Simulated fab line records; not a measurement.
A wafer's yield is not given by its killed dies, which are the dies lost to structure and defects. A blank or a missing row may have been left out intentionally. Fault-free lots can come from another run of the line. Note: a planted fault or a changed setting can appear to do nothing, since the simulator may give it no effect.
The tool behind it: which one? || flow gf180mcu || Sampling: 13 lots, 39 wafers, 4 of 602 route steps

WHAT EACH GAUGE READ, for each wafer
GF_HV_LDD_OVL_MEAS_08.
{"lot": "L231", "measured": "day 9 23:34", "on": "overlay-01", "HV_LDD_OVL (nm)": "2.0 1.7 1.9"}
{"lot": "L232", "measured": "day 10 10:53", "on": "overlay-02", "HV_LDD_OVL (nm)": "2.1 2.2 2.1"}
{"lot": "L234", "measured": "day 10 21:29", "on": "overlay-02", "HV_LDD_OVL (nm)": "-1.1 0.0 0.3"}
{"lot": "L237", "measured": "day 11 19:47", "on": "overlay-02", "HV_LDD_OVL (nm)": "2.0 1.0 -1.0"}
{"lot": "L240", "measured": "day 12 19:30", "on": "overlay-01", "HV_LDD_OVL (nm)": "2.8 1.6 0.8"}
{"lot": "L244", "measured": "day 13 23:48", "on": "overlay-01", "HV_LDD_OVL (nm)": "0.5 2.6 3.2"}
{"lot": "L247", "measured": "day 15 03:10", "on": "overlay-02", "HV_LDD_OVL (nm)": "1.5 1.9 3.4"}
{"lot": "L249", "measured": "day 15 22:33", "on": "overlay-01", "HV_LDD_OVL (nm)": "2.6 2.6 1.8"}
{"lot": "L250", "measured": "day 16 07:13", "on": "overlay-02", "HV_LDD_OVL (nm)": "1.7 1.1 1.6"}
{"lot": "L251", "measured": "day 16 07:31", "on": "overlay-02", "HV_LDD_OVL (nm)": "0.1 0.4 0.0"}
{"lot": "L252", "measured": "day 16 17:13", "on": "overlay-01", "HV_LDD_OVL (nm)": "-0.8 1.8 0.7"}
{"lot": "L253", "measured": "day 16 23:00", "on": "overlay-02", "HV_LDD_OVL (nm)": "0.6 2.1 1.8"}
{"lot": "L254", "measured": "day 17 10:56", "on": "overlay-01", "HV_LDD_OVL (nm)": "2.7 0.5 2.8"}

GF_HV_LDD_CD_MEAS_19: the cd target is 400 nm.
{"lot": "L231", "measured": "day 10 18:03", "on": "cd_sem-02", "cd_nm (nm)": "402.2 405.1 402.1"}
{"lot": "L232", "measured": "day 11 05:08", "on": "cd_sem-02", "cd_nm (nm)": "399.1 399.6 397.3"}
{"lot": "L234", "measured": "day 11 16:55", "on": "cd_sem-01", "cd_nm (nm)": "402.9 402.3 404.5"}
{"lot": "L237", "measured": "day 12 15:39", "on": "cd_sem-02", "cd_nm (nm)": "400.6 398.6 397.1"}
{"lot": "L240", "measured": "day 13 15:19", "on": "cd_sem-02", "cd_nm (nm)": "397.9 397.8 260.9"}
{"lot": "L244", "measured": "day 14 20:59", "on": "cd_sem-02", "cd_nm (nm)": "399.3 400.6 264.8"}
{"lot": "L247", "measured": "day 15 23:23", "on": "cd_sem-02", "cd_nm (nm)": "399.5 400.7 399.8"}
{"lot": "L249", "measured": "day 16 21:11", "on": "cd_sem-01", "cd_nm (nm)": "400.4 398.6 398.7"}
{"lot": "L250", "measured": "day 17 06:16", "on": "cd_sem-01", "cd_nm (nm)": "397.7 398.7 400.2"}
{"lot": "L251", "measured": "day 17 06:54", "on": "cd_sem-02", "cd_nm (nm)": "398.2 398.0 397.5"}
{"lot": "L252", "measured": "day 17 16:10", "on": "cd_sem-01", "cd_nm (nm)": "397.5 398.5 397.0"}
{"lot": "L253", "measured": "day 17 22:19", "on": "cd_sem-01", "cd_nm (nm)": "403.9 400.3 402.3"}
{"lot": "L254", "measured": "day 18 11:07", "on": "cd_sem-02", "cd_nm (nm)": "397.4 394.4 396.4"}

GF_HV_LDD_CD_MEAS_31: the cd target is 400 nm.
{"lot": "L231", "measured": "day 11 12:44", "on": "cd_sem-02", "cd_nm (nm)": "398.1 400.0 399.1"}
{"lot": "L232", "measured": "day 12 00:23", "on": "cd_sem-01", "cd_nm (nm)": "400.0 400.9 398.3"}
{"lot": "L234", "measured": "day 12 13:20", "on": "cd_sem-02", "cd_nm (nm)": "398.6 399.7 399.9"}
{"lot": "L237", "measured": "day 13 12:03", "on": "cd_sem-02", "cd_nm (nm)": "398.5 397.3 397.7"}
{"lot": "L240", "measured": "day 14 12:13", "on": "cd_sem-02", "cd_nm (nm)": "398.4 400.8 399.1"}
{"lot": "L244", "measured": "day 15 19:01", "on": "cd_sem-02", "cd_nm (nm)": "400.3 400.5 399.4"}
{"lot": "L247", "measured": "day 16 22:17", "on": "cd_sem-01", "cd_nm (nm)": "402.8 399.3 401.4"}
{"lot": "L249", "measured": "day 17 20:53", "on": "cd_sem-02", "cd_nm (nm)": "401.9 400.1 402.4"}
{"lot": "L250", "measured": "day 18 06:24", "on": "cd_sem-01", "cd_nm (nm)": "401.6 401.9 401.9"}
{"lot": "L251", "measured": "day 18 06:43", "on": "cd_sem-02", "cd_nm (nm)": "397.2 395.4 398.5"}
{"lot": "L252", "measured": "day 18 16:45", "on": "cd_sem-02", "cd_nm (nm)": "402.5 402.7 401.5"}
{"lot": "L253", "measured": "day 18 22:52", "on": "cd_sem-02", "cd_nm (nm)": "399.7 399.7 399.3"}
{"lot": "L254", "measured": "day 19 11:49", "on": "cd_sem-02", "cd_nm (nm)": "396.5 398.6 399.0"}

EACH LOT AND THE TOOL THAT RAN IT (in order: tool; ch and the chambers of the sampled wafers; start)
{"lot": "L231", "GF_HV_LDD_DEVELOP_18": "litho_track-02 ch 0, day 10 17:55"}
{"lot": "L232", "GF_HV_LDD_DEVELOP_18": "litho_track-03 ch 0, day 11 04:59"}
{"lot": "L234", "GF_HV_LDD_DEVELOP_18": "litho_track-03 ch 0, day 11 16:46"}
{"lot": "L237", "GF_HV_LDD_DEVELOP_18": "litho_track-02 ch 0, day 12 15:31"}
{"lot": "L240", "GF_HV_LDD_DEVELOP_18": "litho_track-02 ch 0, day 13 15:11"}
{"lot": "L244", "GF_HV_LDD_DEVELOP_18": "litho_track-02 ch 0, day 14 20:50"}
{"lot": "L247", "GF_HV_LDD_DEVELOP_18": "litho_track-03 ch 0, day 15 23:14"}
{"lot": "L249", "GF_HV_LDD_DEVELOP_18": "litho_track-01 ch 0, day 16 21:03"}
{"lot": "L250", "GF_HV_LDD_DEVELOP_18": "litho_track-02 ch 0, day 17 06:08"}
{"lot": "L251", "GF_HV_LDD_DEVELOP_18": "litho_track-03 ch 0, day 17 06:46"}
{"lot": "L252", "GF_HV_LDD_DEVELOP_18": "litho_track-02 ch 0, day 17 16:02"}
{"lot": "L253", "GF_HV_LDD_DEVELOP_18": "litho_track-01 ch 0, day 17 22:10"}
{"lot": "L254", "GF_HV_LDD_DEVELOP_18": "litho_track-01 ch 0, day 18 10:58"}
- GF_HV_LDD_DEVELOP_18: develop time 60 s.

WHAT THE TOOLS THEMSELVES READ (means of the sampled wafers that have a number; where no wafer has one, the mark that the record gives instead)
GF_HV_LDD_DEVELOP_18.
{"lot": "L231", "tool": "litho_track-02", "exhaust_pa (Pa)": 43.7}
{"lot": "L232", "tool": "litho_track-03", "exhaust_pa (Pa)": 45.2}
{"lot": "L234", "tool": "litho_track-03", "exhaust_pa (Pa)": 44.8}
{"lot": "L237", "tool": "litho_track-02", "exhaust_pa (Pa)": 43.5}
{"lot": "L240", "tool": "litho_track-02", "exhaust_pa (Pa)": 45.2}
{"lot": "L244", "tool": "litho_track-02", "exhaust_pa (Pa)": 43.9}
{"lot": "L247", "tool": "litho_track-03", "exhaust_pa (Pa)": 45.7}
{"lot": "L249", "tool": "litho_track-01", "exhaust_pa (Pa)": 46.3}
{"lot": "L250", "tool": "litho_track-02", "exhaust_pa (Pa)": 45.3}
{"lot": "L251", "tool": "litho_track-03", "exhaust_pa (Pa)": 44.0}
{"lot": "L252", "tool": "litho_track-02", "exhaust_pa (Pa)": 44.1}
{"lot": "L253", "tool": "litho_track-01", "exhaust_pa (Pa)": 44.7}
{"lot": "L254", "tool": "litho_track-01", "exhaust_pa (Pa)": 44.2}

THE ANSWER, worked out from the rows above alone
Rule: usual is defined by the lots themselves. Put in order of their means at a reading, lots are off if they are a third of the lots or fewer, leave a main group of 4 or more, and stand apart from it by a gap of 3 or more times the standard deviation of the main group's means; of several such gaps the widest counts. The tables above print the reading to a certain number of digits; a main group whose means all agree to those digits is not used. A lot without any number at a reading at which 4 lots or more have one is off too. All remaining lots with rows at the step are treated as sound. Order of review: gauges by route order, followed by the tools' own readings, for which a lot's mean as printed above is used. The first step at which some lot is off is used, and at that step the reading that is off furthest; a lot without a number counts as furthest.
Off: L240, L244 (GF_HV_LDD_CD_MEAS_19, cd_nm). The main group: mean 399.6 nm, standard deviation 2.2.
A tool fits if, at a process step before that reading, it ran every lot that is off, and no sound lot after the first of them. Gauges at GF_HV_LDD_CD_MEAS_19: tried the same way as those tools. Of those tried, none fits.

WHAT WAS PUT IN BY THE SIMULATOR
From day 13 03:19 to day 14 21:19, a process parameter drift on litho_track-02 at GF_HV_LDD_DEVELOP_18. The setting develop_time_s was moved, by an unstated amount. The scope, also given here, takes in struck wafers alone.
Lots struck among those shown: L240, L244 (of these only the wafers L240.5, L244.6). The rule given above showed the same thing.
